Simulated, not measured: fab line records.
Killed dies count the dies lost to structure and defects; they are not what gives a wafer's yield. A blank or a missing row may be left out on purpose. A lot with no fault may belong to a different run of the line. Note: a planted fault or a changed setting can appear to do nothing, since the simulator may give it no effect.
fab line records	flow sky130
[record] lots = 13	wafers = 38	last_day = 51
route steps=708 shown VIA1@470 METAL2@484 PAD_OPEN@708
lots that met no fault: from a run of the same line without faults
start_h: start of the lot's first displayed wafer, in hours after the record's first day	wait_h: hours elapsed since this lot's preceding step	" identical to the entry in the row above	L1.1+2: a row that stands for several wafers	- value missing, or start not given	* or withheld: withheld	< > ~ a bound
route shown NAME@n: a module of which the file shows steps, and the number in the route of the first	usual: mean and standard deviation over wafers with no fault	same: alike in all rows	chamber/n: place in a boat	sites: readings site by site	_std_site: standard deviation of those values	_edge_site: the outer-site mean with the inner-site mean subtracted	radius_mm: for every site, how far away it sits from the centre of the wafer	mask NAME#n: copy n	behind: the most recent tool/chamber to have shaped the wafer	hold: why the lot was held/for how many hours/how that ended	device: the n, p or np transistor that did not switch	end of line: the route-end tests of the same wafers	a step given without rows: its recipe and nothing more	killed: count of dies lost to structure and defects at first sort (not the wafer's yield)	map: a wafer's dies, marking killed ones x, the rest . and places with no die _
set.NAME: the setting as run; set.NAME@STEP: as run at that earlier step	model.NAME: the simulator's own value behind a step, which no gauge read
steps of the route over a sample of lots; a table a step, a row a wafer
services: from which hour (start_h, from the record's first day; less than 0 if before it) a tool's chamber was out of use, for how many hours, and why
[[steps]]
[step SKY_VIA1_CD_MEAS_12]
[recipe] target_cd_nm = 150
[usual] cd_nm = 149.8/1.7
lot.wafer	tool	chamber	start_h	wait_h	cd_nm
L664.2	cd_sem-02	-	815.19	-	149.2
L664.3	"	-	"	"	150.7
L664.4	"	-	"	"	150.1
L666.1	cd_sem-02	-	841.94	-	148.5
L666.3	"	-	"	"	149.8
L666.5	"	-	"	"	149.9
L675.4	cd_sem-02	-	897.75	-	149.5
L675.5	"	-	"	"	149.8
L678.4	cd_sem-02	-	920.90	-	146.0
L678.5	"	-	"	"	145.7
L678.6	"	-	"	"	147.7
L679.3	cd_sem-01	-	925.53	-	150.9
L679.4	"	-	"	"	151.2
L679.5	"	-	"	"	150.6
L680.2	cd_sem-02	-	929.20	-	149.4
L680.3	"	-	"	"	151.2
L680.4	"	-	"	"	151.5
L681.3	cd_sem-02	-	942.77	-	149.7
L681.5	"	-	"	"	148.2
L681.6	"	-	"	"	148.4
L682.3	cd_sem-01	-	946.73	-	150.9
L682.4	"	-	"	"	149.8
L682.5	"	-	"	"	150.3
L683.4	cd_sem-02	-	956.09	-	148.4
L683.5	"	-	"	"	149.2
L683.6	"	-	"	"	148.1
L684.3	cd_sem-02	-	958.37	-	151.8
L684.4	"	-	"	"	152.0
L684.5	"	-	"	"	150.3
L685.1	cd_sem-01	-	962.78	-	150.1
L685.5	"	-	"	"	150.8
L685.6	"	-	"	"	150.6
L686.1	cd_sem-02	-	969.88	-	149.6
L686.3	"	-	"	"	149.6
L686.4	"	-	"	"	149.6
L687.3	cd_sem-02	-	971.38	-	150.6
L687.4	"	-	"	"	149.9
L687.6	"	-	"	"	151.0
[step SKY_VIA1_SPUTTER_20]
[recipe] material = TiN	target_thk_nm = 20	chamber_pressure_pa = 5	power_w = 4000	time_s = 80
[usual] throttle_valve_pct = 29.5/1
lot.wafer	tool	chamber	start_h	wait_h	throttle_valve_pct
L664.2	pvd_sputter-02	-	816.10	0.0	29.0
L664.3	"	-	"	"	29.5
L664.4	"	-	"	"	29.2
L666.1	pvd_sputter-04	-	842.81	0.0	30.8
L666.3	"	-	"	"	28.6
L666.5	"	-	"	"	30.7
L675.4	pvd_sputter-04	-	898.53	0.0	28.5
L675.5	"	-	"	"	28.3
L678.4	pvd_sputter-04	-	921.68	0.0	29.7
L678.5	"	-	"	"	30.6
L678.6	"	-	"	"	30.0
L679.3	pvd_sputter-04	-	926.33	0.0	28.2
L679.4	"	-	"	"	30.6
L679.5	"	-	"	"	30.6
L680.2	pvd_sputter-03	-	930.10	0.0	28.0
L680.3	"	-	"	"	29.0
L680.4	"	-	"	"	30.9
L681.3	pvd_sputter-02	-	943.56	0.0	29.2
L681.5	"	-	"	"	30.5
L681.6	"	-	"	"	29.3
L682.3	pvd_sputter-04	-	947.53	0.0	31.1
L682.4	"	-	"	"	30.8
L682.5	"	-	"	"	29.9
L683.4	pvd_sputter-03	-	956.86	0.0	31.1
L683.5	"	-	"	"	28.8
L683.6	"	-	"	"	29.8
L684.3	pvd_sputter-04	-	959.16	0.0	30.8
L684.4	"	-	"	"	27.7
L684.5	"	-	"	"	28.6
L685.1	pvd_sputter-03	-	963.61	0.0	30.2
L685.5	"	-	"	"	30.9
L685.6	"	-	"	"	27.9
L686.1	pvd_sputter-04	-	970.76	0.0	30.6
L686.3	"	-	"	"	28.7
L686.4	"	-	"	"	27.9
L687.3	pvd_sputter-04	-	972.22	0.0	30.7
L687.4	"	-	"	"	30.1
L687.6	"	-	"	"	28.0
[step SKY_METAL2_SPUTTER_01]
[recipe] material = TiN	target_thk_nm = 20	power_w = 6500	time_s = 16.7	chamber_pressure_pa = 0.4
[usual] throttle_valve_pct = 30.4/1.3
lot.wafer	tool	chamber	start_h	wait_h	throttle_valve_pct
L664.2	pvd_sputter-02	-	816.76	0.0	28.8
L664.3	"	-	"	"	30.6
L664.4	"	-	"	"	29.0
L666.1	pvd_sputter-03	-	843.46	0.0	31.0
L666.3	"	-	"	"	28.2
L666.5	"	-	"	"	29.8
L675.4	pvd_sputter-01	-	899.20	0.0	32.1
L675.5	"	-	"	"	31.4
L678.4	pvd_sputter-03	-	922.33	0.0	28.6
L678.5	"	-	"	"	30.1
L678.6	"	-	"	"	28.8
L679.3	pvd_sputter-03	-	927.20	0.0	30.6
L679.4	"	-	"	"	28.2
L679.5	"	-	"	"	28.8
L680.2	pvd_sputter-01	-	930.75	0.0	32.1
L680.3	"	-	"	"	31.0
L680.4	"	-	"	"	31.3
L681.3	pvd_sputter-01	-	944.22	0.0	31.8
L681.5	"	-	"	"	32.0
L681.6	"	-	"	"	31.3
L682.3	pvd_sputter-01	-	948.19	0.0	31.3
L682.4	"	-	"	"	31.4
L682.5	"	-	"	"	31.4
L683.4	pvd_sputter-01	-	957.52	0.0	31.5
L683.5	"	-	"	"	31.5
L683.6	"	-	"	"	31.4
L684.3	pvd_sputter-01	-	959.82	0.0	31.3
L684.4	"	-	"	"	32.0
L684.5	"	-	"	"	32.0
L685.1	pvd_sputter-02	-	964.27	0.0	29.7
L685.5	"	-	"	"	29.8
L685.6	"	-	"	"	29.1
L686.1	pvd_sputter-03	-	971.47	0.0	28.6
L686.3	"	-	"	"	28.2
L686.4	"	-	"	"	30.1
L687.3	pvd_sputter-02	-	973.17	0.0	29.9
L687.4	"	-	"	"	28.9
L687.6	"	-	"	"	29.6
[step SKY_METAL2_DEHYDRATE_07]
[recipe] temp_c = 200	time_s = 60
[usual] heater_power_total_W = 160.38/0.12	run_length_s = 89.34/0.14
lot.wafer	tool	chamber	start_h	wait_h	heater_power_total_W	run_length_s
L664.2	litho_track-02	0	829.84	12.8	160.25	89.43
L664.3	"	0	"	"	160.34	89.36
L664.4	"	0	"	"	160.52	89.38
L666.1	litho_track-01	0	856.43	12.7	160.49	89.22
L666.3	"	0	"	"	160.58	89.31
L666.5	"	0	"	"	160.29	89.67
L675.4	litho_track-01	0	911.55	12.1	162.38	87.46
L675.5	"	0	"	"	162.32	87.24
L678.4	litho_track-04	0	934.62	12.0	160.18	89.38
L678.5	"	0	"	"	160.44	89.26
L678.6	"	0	"	"	160.38	89.16
L679.3	litho_track-02	0	939.22	11.7	160.22	89.73
L679.4	"	0	"	"	160.52	89.77
L679.5	"	0	"	"	160.22	89.53
L680.2	litho_track-02	0	943.29	12.3	160.56	89.45
L680.3	"	0	"	"	160.19	89.38
L680.4	"	0	"	"	160.16	89.61
L681.3	litho_track-04	0	955.74	11.3	160.36	89.25
L681.5	"	0	"	"	160.37	89.14
L681.6	"	0	"	"	160.32	89.28
L682.3	litho_track-04	0	960.04	11.6	160.28	89.30
L682.4	"	0	"	"	160.41	89.14
L682.5	"	0	"	"	160.35	89.20
L683.4	litho_track-01	0	969.95	12.2	160.52	89.41
L683.5	"	0	"	"	160.61	89.20
L683.6	"	0	"	"	160.41	89.59
L684.3	litho_track-01	0	971.88	11.8	160.20	89.43
L684.4	"	0	"	"	160.40	89.51
L684.5	"	0	"	"	160.22	89.22
L685.1	litho_track-04	0	976.39	11.9	160.23	89.18
L685.5	"	0	"	"	160.38	89.12
L685.6	"	0	"	"	160.38	89.33
L686.1	litho_track-01	0	983.03	11.3	160.52	89.28
L686.3	"	0	"	"	160.33	89.40
L686.4	"	0	"	"	160.53	89.27
L687.3	litho_track-02	0	984.47	11.0	160.42	89.45
L687.4	"	0	"	"	160.59	89.58
L687.6	"	0	"	"	160.52	89.30
[step SKY_PAD_OPEN_PROBE_99]
[usual] defect_limited_yield = 82.7/1.9	killed_at_M0_to_M3 = 44/7.2	killed_at_M4_up = 2.9/1.8	killed_at_contacts = 24/5.2	killed_at_front_end = 15/4	killed_at_other = 0.2/0.49	killed_dies = 85/9.1	killed_open = 47/6.8	killed_short = 38/5.7	sort_bin_3_pad_short = 0.9/0.44	sort_bin_5_function = 10.3/1.4	sort_bin_6_memory = 6.2/1.1	sort_n_pass = 407/9.1	sort_yield_pct = 82.7/1.9
[same] gross_dies = 492	killed_at_back_side = 0	sort_bin_4_leakage[%] = 0	sort_bin_8_speed[%] = 0
lot.wafer	tool	chamber	start_h	wait_h	defect_limited_yield[%]	killed_at_M0_to_M3	killed_at_M4_up	killed_at_contacts	killed_at_front_end	killed_at_other	killed_dies	killed_open	killed_short	sort_bin_3_pad_short[%]	sort_bin_5_function[%]	sort_bin_6_memory[%]	sort_n_pass	sort_yield_pct[%]
L664.2	prober-02	-	1101.24	0.1	82.9	41	5	24	14	0	84	50	34	0.4	12.2	4.5	408	82.9
L664.3	prober-02	-	1101.29	0.2	80.9	44	2	26	22	0	94	61	33	0.4	12.4	6.3	398	80.9
L664.4	prober-02	-	1101.34	0.2	83.3	35	3	29	15	0	82	46	36	1.2	10.6	4.9	410	83.3
L666.1	prober-02	-	1123.80	0.1	81.9	50	2	29	8	0	89	52	37	1.0	10.4	6.7	403	81.9
L666.3	prober-02	-	1123.90	0.2	79.7	50	7	24	19	0	100	55	45	0.4	12.6	7.3	392	79.7
L666.5	prober-02	-	1124.00	0.2	82.7	50	5	21	9	0	85	52	33	0.8	9.8	6.7	407	82.7
L675.4	prober-01	-	1164.57	0.2	83.1	36	4	28	15	0	83	40	43	1.8	10.0	5.1	409	83.1
L675.5	prober-01	-	1164.62	0.2	82.7	43	2	22	18	0	85	37	48	0.8	10.4	6.1	407	82.7
L678.4	prober-02	-	1180.92	0.2	82.3	52	6	23	6	0	87	48	39	0.4	9.6	7.7	405	82.3
L678.5	prober-02	-	1180.97	0.2	81.1	60	3	19	11	0	93	46	47	1.0	11.4	6.5	399	81.1
L678.6	prober-02	-	1181.02	0.2	83.1	42	5	19	17	0	83	45	38	1.0	11.4	4.5	409	83.1
L679.3	prober-01	-	1184.28	0.2	80.9	61	4	19	10	0	94	55	39	0.8	10.8	7.5	398	80.9
L679.4	prober-01	-	1184.33	0.2	84.1	41	1	23	13	0	78	47	31	1.0	9.6	5.3	414	84.1
L679.5	prober-01	-	1184.38	0.2	84.3	49	2	13	13	0	77	43	34	0.6	8.9	6.1	415	84.3
L680.2	prober-02	-	1186.62	0.1	79.7	47	3	37	13	0	100	59	41	1.0	12.2	7.1	392	79.7
L680.3	prober-02	-	1186.67	0.2	81.9	41	5	27	16	0	89	49	40	0.8	11.8	5.5	403	81.9
L680.4	prober-02	-	1186.72	0.2	82.3	43	2	30	12	0	87	48	39	1.4	9.3	6.9	405	82.3
L681.3	prober-01	-	1195.27	0.2	86.2	32	2	20	12	2	68	34	34	0.6	8.7	4.5	424	86.2
L681.5	prober-01	-	1195.37	0.2	86.4	41	2	11	13	0	67	35	32	0.2	8.7	4.7	425	86.4
L681.6	prober-01	-	1195.42	0.2	83.7	38	1	21	20	0	80	41	39	1.6	10.4	4.3	412	83.7
L682.3	prober-02	-	1198.81	0.2	78.3	50	5	28	24	0	107	63	44	1.0	12.6	8.1	385	78.3
L682.4	prober-02	-	1198.86	0.2	83.5	39	0	25	17	0	81	38	43	0.2	11.2	5.1	411	83.5
L682.5	prober-02	-	1198.91	0.2	82.5	39	3	29	15	0	86	47	39	0.6	11.0	5.9	406	82.5
L683.4	prober-01	-	1204.36	0.2	83.3	40	3	26	13	0	82	46	36	1.4	9.8	5.5	410	83.3
L683.5	prober-01	-	1204.41	0.2	83.7	44	4	18	13	1	80	44	36	1.4	7.9	6.9	412	83.7
L683.6	prober-01	-	1204.46	0.2	82.1	40	4	25	19	0	88	43	45	1.2	10.2	6.5	404	82.1
L684.3	prober-02	-	1205.55	0.2	83.1	42	2	27	12	0	83	49	34	0.8	11.4	4.7	409	83.1
L684.4	prober-02	-	1205.60	0.2	81.7	47	2	22	19	0	90	53	37	0.2	11.2	6.9	402	81.7
L684.5	prober-02	-	1205.65	0.2	80.9	40	6	36	12	0	94	54	40	0.8	13.4	4.9	398	80.9
L685.1	prober-01	-	1206.96	0.1	82.9	47	3	19	13	2	84	45	39	0.2	11.4	5.5	408	82.9
L685.5	prober-01	-	1207.16	0.2	84.8	37	4	23	11	0	75	40	35	1.0	8.7	5.5	417	84.8
L685.6	prober-01	-	1207.21	0.2	88.8	29	1	10	15	0	55	31	24	0.6	5.7	4.9	437	88.8
L686.1	prober-02	-	1212.91	0.1	83.5	32	2	25	22	0	81	44	37	0.4	7.9	8.1	411	83.5
L686.3	prober-02	-	1213.01	0.2	80.9	46	5	22	20	1	94	52	42	0.8	11.6	6.7	398	80.9
L686.4	prober-02	-	1213.06	0.2	83.1	40	5	28	9	1	83	50	33	0.6	10.4	5.9	409	83.1
L687.3	prober-01	-	1213.88	0.2	80.7	42	3	31	19	0	95	54	41	1.2	10.8	7.3	397	80.7
L687.4	prober-01	-	1213.93	0.2	83.7	34	3	21	22	0	80	36	44	1.8	8.7	5.7	412	83.7
L687.6	prober-01	-	1214.03	0.2	84.8	39	2	23	11	0	75	38	37	1.0	10.4	3.9	417	84.8
// killed by level:class
L664.2 VIA2:geometric_particle:open=11 LI_CONTACT:geometric_particle:open=9 FIELD_ISO:geometric_particle:short=7 VIA1:geometric_particle:open=7 VIA3:geometric_particle:open=7 CONTACT:geometric_particle:short=6 POLY_GATE:geometric_particle:open=4 CONTACT:geometric_particle:open=4
L664.3 VIA1:geometric_particle:open=17 CONTACT:geometric_particle:open=12 VIA2:geometric_particle:open=8 VIA1:geometric_particle:short=6 LI_CONTACT:geometric_particle:open=6 FIELD_ISO:geometric_particle:short=5 METAL1:geometric_particle:short=5 FIELD_ISO:geometric_particle:open=4
L664.4 LI_CONTACT:geometric_particle:open=14 VIA1:geometric_particle:open=10 VIA1:geometric_particle:short=7 VIA2:geometric_particle:open=7 CONTACT:geometric_particle:open=6 FIELD_ISO:geometric_particle:short=5 LOCAL_INTERCONNECT:geometric_particle:short=5 FIELD_ISO:geometric_particle:open=3
L666.1 VIA3:geometric_particle:open=13 CONTACT:geometric_particle:open=10 VIA1:geometric_particle:open=10 LI_CONTACT:geometric_particle:open=8 METAL2:geometric_particle:short=8 VIA1:geometric_particle:short=5 LOCAL_INTERCONNECT:geometric_particle:short=4 CONTACT:geometric_particle:short=4
L666.3 VIA1:geometric_particle:open=13 LI_CONTACT:geometric_particle:open=9 FIELD_ISO:geometric_particle:open=7 VIA3:geometric_particle:open=7 METAL2:geometric_particle:short=7 VIA1:geometric_particle:short=6 POLY_GATE:geometric_particle:short=5 CONTACT:geometric_particle:open=5
L666.5 VIA1:geometric_particle:open=13 VIA3:geometric_particle:open=10 CONTACT:geometric_particle:open=7 VIA2:geometric_particle:open=7 LI_CONTACT:geometric_particle:open=6 METAL1:geometric_particle:short=6 VIA1:geometric_particle:short=5 METAL2:geometric_particle:short=5
L675.4 CONTACT:geometric_particle:open=11 LOCAL_INTERCONNECT:geometric_particle:short=9 METAL1:geometric_particle:short=8 VIA1:geometric_particle:open=6 METAL2:geometric_particle:short=5 FIELD_ISO:geometric_particle:open=4 CONTACT:geometric_particle:short=4 VIA2:geometric_particle:short=4
L675.5 CONTACT:geometric_particle:open=9 VIA1:geometric_particle:open=8 POLY_GATE:geometric_particle:short=6 LOCAL_INTERCONNECT:geometric_particle:short=6 METAL1:geometric_particle:short=6 VIA2:geometric_particle:short=6 VIA3:geometric_particle:short=6 METAL2:geometric_particle:short=5
L678.4 CONTACT:geometric_particle:open=12 VIA1:geometric_particle:open=9 METAL1:geometric_particle:short=8 VIA2:geometric_particle:open=8 METAL2:geometric_particle:short=7 VIA3:geometric_particle:open=7 LI_CONTACT:geometric_particle:open=6 VIA2:geometric_particle:short=6
L678.5 VIA1:geometric_particle:open=16 VIA3:geometric_particle:open=6 POLY_GATE:geometric_particle:short=5 LOCAL_INTERCONNECT:geometric_particle:short=5 METAL1:geometric_particle:short=5 VIA1:geometric_particle:short=5 METAL2:geometric_particle:short=5 VIA2:geometric_particle:short=5
L678.6 VIA1:geometric_particle:open=10 CONTACT:geometric_particle:short=7 FIELD_ISO:geometric_particle:open=6 VIA2:geometric_particle:open=6 LI_CONTACT:geometric_particle:open=6 VIA3:geometric_particle:open=6 VIA1:geometric_particle:short=5 METAL2:geometric_particle:short=5
L679.3 VIA3:geometric_particle:open=14 VIA1:geometric_particle:open=12 VIA2:geometric_particle:open=8 VIA1:geometric_particle:short=6 VIA3:geometric_particle:short=6 CONTACT:geometric_particle:open=5 METAL1:geometric_particle:short=5 FIELD_ISO:geometric_particle:open=4
L679.4 VIA1:geometric_particle:open=11 VIA2:geometric_particle:open=10 CONTACT:geometric_particle:open=7 VIA3:geometric_particle:short=6 POLY_GATE:geometric_particle:short=5 LI_CONTACT:geometric_particle:open=5 VIA3:geometric_particle:open=5 CONTACT:geometric_particle:short=4
L679.5 VIA1:geometric_particle:open=9 VIA3:geometric_particle:open=8 METAL2:geometric_particle:short=7 METAL3:geometric_particle:short=6 LI_CONTACT:geometric_particle:open=5 METAL1:geometric_particle:short=5 VIA1:geometric_particle:short=4 CONTACT:geometric_particle:open=4
L680.2 CONTACT:geometric_particle:open=12 VIA1:geometric_particle:open=12 LI_CONTACT:geometric_particle:open=10 VIA2:geometric_particle:open=8 METAL2:geometric_particle:short=8 CONTACT:geometric_particle:short=6 FIELD_ISO:geometric_particle:open=5 LOCAL_INTERCONNECT:geometric_particle:short=4
L680.3 CONTACT:geometric_particle:open=14 LI_CONTACT:geometric_particle:open=9 VIA1:geometric_particle:open=9 VIA1:geometric_particle:short=6 VIA3:geometric_particle:open=5 METAL1:geometric_particle:short=4 METAL2:geometric_particle:short=4 VIA2:geometric_particle:short=4
L680.4 CONTACT:geometric_particle:open=9 VIA3:geometric_particle:open=9 LI_CONTACT:geometric_particle:open=7 CONTACT:geometric_particle:short=7 VIA1:geometric_particle:open=7 METAL1:geometric_particle:short=6 LOCAL_INTERCONNECT:geometric_particle:short=5 VIA1:geometric_particle:short=5
L681.3 CONTACT:geometric_particle:open=7 CONTACT:geometric_particle:short=5 VIA1:geometric_particle:open=5 METAL2:geometric_particle:short=5 FIELD_ISO:geometric_particle:open=4 POLY_GATE:geometric_particle:short=4 METAL1:geometric_particle:short=4 VIA1:geometric_particle:short=4
L681.5 METAL1:geometric_particle:short=7 VIA2:geometric_particle:open=6 CONTACT:geometric_particle:open=6 VIA1:geometric_particle:open=6 METAL2:geometric_particle:short=5 VIA1:geometric_particle:short=4 METAL2:geometric_particle:open=4 FIELD_ISO:geometric_particle:short=3
L681.6 METAL2:geometric_particle:short=8 VIA1:geometric_particle:open=8 FIELD_ISO:geometric_particle:open=7 CONTACT:geometric_particle:open=7 FIELD_ISO:geometric_particle:short=6 LI_CONTACT:geometric_particle:open=6 METAL1:geometric_particle:short=6 CONTACT:geometric_particle:short=4
L682.3 VIA1:geometric_particle:open=11 LI_CONTACT:geometric_particle:open=10 VIA3:geometric_particle:open=10 FIELD_ISO:geometric_particle:open=9 FIELD_ISO:geometric_particle:short=8 METAL1:geometric_particle:short=7 CONTACT:geometric_particle:open=6 VIA2:geometric_particle:open=4
L682.4 FIELD_ISO:geometric_particle:short=11 METAL2:geometric_particle:short=9 LI_CONTACT:geometric_particle:open=8 CONTACT:geometric_particle:short=8 VIA3:geometric_particle:open=7 VIA1:geometric_particle:open=6 VIA2:geometric_particle:open=6 VIA1:geometric_particle:short=5
L682.5 CONTACT:geometric_particle:open=11 VIA1:geometric_particle:open=8 VIA2:geometric_particle:open=7 FIELD_ISO:geometric_particle:short=6 LI_CONTACT:geometric_particle:open=6 VIA3:geometric_particle:open=6 CONTACT:geometric_particle:short=5 POLY_GATE:geometric_particle:open=4
L683.4 CONTACT:geometric_particle:open=10 VIA1:geometric_particle:open=10 LI_CONTACT:geometric_particle:open=7 VIA2:geometric_particle:open=5 FIELD_ISO:geometric_particle:open=4 METAL3:geometric_particle:short=4 VIA3:geometric_particle:short=4 FIELD_ISO:geometric_particle:short=3
L683.5 VIA3:geometric_particle:open=8 METAL1:geometric_particle:short=7 LI_CONTACT:geometric_particle:open=7 POLY_GATE:geometric_particle:open=6 VIA1:geometric_particle:open=6 CONTACT:geometric_particle:open=5 METAL2:geometric_particle:short=5 VIA2:geometric_particle:open=4
L683.6 CONTACT:geometric_particle:open=11 METAL2:geometric_particle:short=9 VIA2:geometric_particle:open=8 VIA1:geometric_particle:open=8 FIELD_ISO:geometric_particle:short=7 METAL1:geometric_particle:short=6 LI_CONTACT:geometric_particle:open=5 FIELD_ISO:geometric_particle:open=4
L684.3 VIA1:geometric_particle:open=13 CONTACT:geometric_particle:open=11 LI_CONTACT:geometric_particle:open=6 CONTACT:geometric_particle:short=6 VIA3:geometric_particle:short=5 VIA3:geometric_particle:open=5 POLY_GATE:geometric_particle:short=4 METAL3:geometric_particle:short=4
L684.4 VIA1:geometric_particle:open=11 LI_CONTACT:geometric_particle:open=8 VIA3:geometric_particle:open=8 VIA2:geometric_particle:open=7 CONTACT:geometric_particle:open=7 VIA1:geometric_particle:short=5 METAL2:geometric_particle:short=4 VIA3:geometric_particle:short=4
L684.5 CONTACT:geometric_particle:open=13 VIA1:geometric_particle:open=9 LI_CONTACT:geometric_particle:open=7 VIA3:geometric_particle:open=7 CONTACT:geometric_particle:short=6 LI_CONTACT:geometric_particle:short=6 VIA3:geometric_particle:short=6 FIELD_ISO:geometric_particle:open=5
L685.1 VIA1:geometric_particle:open=9 VIA2:geometric_particle:open=9 CONTACT:geometric_particle:open=7 VIA1:geometric_particle:short=6 LI_CONTACT:geometric_particle:open=5 METAL1:geometric_particle:short=5 VIA3:geometric_particle:short=5 CONTACT:geometric_particle:short=4
L685.5 CONTACT:geometric_particle:open=10 VIA1:geometric_particle:open=7 VIA3:geometric_particle:open=6 FIELD_ISO:geometric_particle:short=5 METAL1:geometric_particle:short=5 VIA1:geometric_particle:short=5 VIA2:geometric_particle:open=5 LI_CONTACT:geometric_particle:short=4
L685.6 VIA3:geometric_particle:open=6 VIA1:geometric_particle:open=5 VIA2:geometric_particle:short=5 FIELD_ISO:geometric_particle:short=4 FIELD_ISO:geometric_particle:open=4 LI_CONTACT:geometric_particle:open=4 VIA2:geometric_particle:open=4 CONTACT:geometric_particle:open=3
L686.1 LI_CONTACT:geometric_particle:open=8 CONTACT:geometric_particle:open=7 FIELD_ISO:geometric_particle:open=6 VIA1:geometric_particle:open=6 METAL2:geometric_particle:short=5 POLY_GATE:geometric_particle:open=4 LOCAL_INTERCONNECT:geometric_particle:short=4 METAL1:geometric_particle:short=4
L686.3 VIA1:geometric_particle:open=10 METAL1:geometric_particle:short=9 VIA3:geometric_particle:open=9 LI_CONTACT:geometric_particle:open=7 FIELD_ISO:geometric_particle:open=6 FIELD_ISO:geometric_particle:short=6 CONTACT:geometric_particle:short=5 VIA1:geometric_particle:short=4
L686.4 CONTACT:geometric_particle:open=12 VIA1:geometric_particle:open=8 LI_CONTACT:geometric_particle:open=7 METAL1:geometric_particle:short=7 VIA2:geometric_particle:open=7 VIA3:geometric_particle:open=6 METAL2:geometric_particle:short=5 CONTACT:geometric_particle:short=4
L687.3 CONTACT:geometric_particle:open=11 VIA2:geometric_particle:open=10 LI_CONTACT:geometric_particle:open=7 VIA1:geometric_particle:open=7 POLY_GATE:geometric_particle:open=6 FIELD_ISO:geometric_particle:short=5 LOCAL_INTERCONNECT:geometric_particle:short=5 VIA1:geometric_particle:short=5
L687.4 VIA1:geometric_particle:open=7 POLY_GATE:geometric_particle:open=7 CONTACT:geometric_particle:open=7 METAL2:geometric_particle:short=6 POLY_GATE:geometric_particle:short=5 VIA1:geometric_particle:short=5 FIELD_ISO:geometric_particle:short=4 CONTACT:geometric_particle:short=4
L687.6 CONTACT:geometric_particle:open=10 VIA3:geometric_particle:open=10 METAL2:geometric_particle:short=7 VIA1:geometric_particle:short=6 FIELD_ISO:geometric_particle:open=4 LOCAL_INTERCONNECT:geometric_particle:short=4 METAL1:geometric_particle:short=4 VIA2:geometric_particle:open=4
[[services]]
tool	chamber	start_h	hours	kind
pvd_sputter-04	-	801.15	5.0	repair
pvd_sputter-04	-	810.33	0.9	repair
pvd_sputter-03	-	826.09	6.4	repair
pvd_sputter-04	-	850.83	2.8	repair
pvd_sputter-04	-	950.92	4.6	repair
pvd_sputter-01	-	962.29	24.6	repair
[[key]]
[first_sign] step = SKY_METAL2_DEHYDRATE_07	reading = heater_power_total_W	direction = up	sigmas = 17	usual = *	struck = *
[effect] step = SKY_METAL2_DEHYDRATE_07	reading = run_length_s	direction = down	sigmas = 14	usual = *	struck = *
met_at SKY_METAL2_DEHYDRATE_07
struck_lots L675
struck_wafers L675.4,L675.5
not_acting_at SKY_VIA1_CD_MEAS_12,SKY_VIA1_SPUTTER_20,SKY_METAL2_SPUTTER_01
onset_between 856.43 911.55
[fault] kind = process_parameter_drift	tool = litho_track-01	chamber = -	onset_h = 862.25	steps = SKY_METAL2_DEHYDRATE_07	channel = time_s	offset = *	shape = step	end_h = 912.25	scope = struck_wafers_only	acts_in = *	stated = *
